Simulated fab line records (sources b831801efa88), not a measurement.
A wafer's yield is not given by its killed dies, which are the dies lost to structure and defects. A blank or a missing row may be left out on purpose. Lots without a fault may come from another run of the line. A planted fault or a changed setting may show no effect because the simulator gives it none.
Chamber matching || flow sky130 || SKY_VIA1_CMP_24 on cmp-01 has 4 sister chambers
The step polishes, stops on SiO2, t overpolish 15 s, target thk 0 nm. 8 wafers are shown with their chamber, then 8 later ones without.

EACH WAFER AND ITS CHAMBER
{"wafer": "L594.5", "chamber": 3, "motorCurrentA (A)": 9.0, "timeToEndpointS (s)": 60}
{"wafer": "L603.2", "chamber": 2, "motorCurrentA (A)": 12.9, "timeToEndpointS (s)": 67}
{"wafer": "L603.3", "chamber": 1, "motorCurrentA (A)": 12.4, "timeToEndpointS (s)": 66}
{"wafer": "L603.6", "chamber": 0, "motorCurrentA (A)": 10.8, "timeToEndpointS (s)": 61}
{"wafer": "L605.1", "chamber": 3, "motorCurrentA (A)": 8.8, "timeToEndpointS (s)": 64}
{"wafer": "L605.2", "chamber": 2, "motorCurrentA (A)": 12.9, "timeToEndpointS (s)": 69}
{"wafer": "L605.3", "chamber": 1, "motorCurrentA (A)": 12.2, "timeToEndpointS (s)": 67}
{"wafer": "L608.3", "chamber": 0, "motorCurrentA (A)": 10.8, "timeToEndpointS (s)": 63}

WAFERS WITHOUT THEIR CHAMBER
{"wafer": "L608.5", "motorCurrentA (A)": 9.0, "timeToEndpointS (s)": 66}
{"wafer": "L608.6", "motorCurrentA (A)": 11.7, "timeToEndpointS (s)": 64}
{"wafer": "L609.3", "motorCurrentA (A)": 12.3, "timeToEndpointS (s)": 65}
{"wafer": "L609.4", "motorCurrentA (A)": 8.8, "timeToEndpointS (s)": 65}
{"wafer": "L609.6", "motorCurrentA (A)": 12.6, "timeToEndpointS (s)": 64}
{"wafer": "L613.1", "motorCurrentA (A)": 12.7, "timeToEndpointS (s)": 66}
{"wafer": "L613.3", "motorCurrentA (A)": 8.4, "timeToEndpointS (s)": 61}
{"wafer": "L613.5", "motorCurrentA (A)": 9.3, "timeToEndpointS (s)": 61}

WHICH CHAMBER EACH ONE RAN IN
{"wafer": "L608.5", "from the rows above": 3, "in truth": 3}
{"wafer": "L608.6", "from the rows above": 1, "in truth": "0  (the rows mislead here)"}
{"wafer": "L609.3", "from the rows above": 1, "in truth": 1}
{"wafer": "L609.4", "from the rows above": 3, "in truth": 3}
{"wafer": "L609.6", "from the rows above": "can't be placed: 1 or 2", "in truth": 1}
{"wafer": "L613.1", "from the rows above": "can't be placed: 2 or 1", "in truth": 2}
{"wafer": "L613.3", "from the rows above": 3, "in truth": 3}
{"wafer": "L613.5", "from the rows above": 3, "in truth": 3}
Correct placement for 5 of the 8. Can't be placed from these rows: 2 (the true chamber is among the candidates in 2). Placed wrongly: 1.
How it was worked out, from the rows above alone: a wafer's distance from a chamber is the root of the sum, over the readings, of the square of ((its reading less the chamber's mean) divided by the reading's scatter). If the next closest chamber is less than 2 further off than the closest, the wafer can't be placed; otherwise it belongs to the closest. A chamber's mean is the mean of its shown wafers. The scatter is the square root of a quotient: the sum, over the shown wafers, of each reading's squared deviation from its chamber's mean, divided by wafers minus chambers.
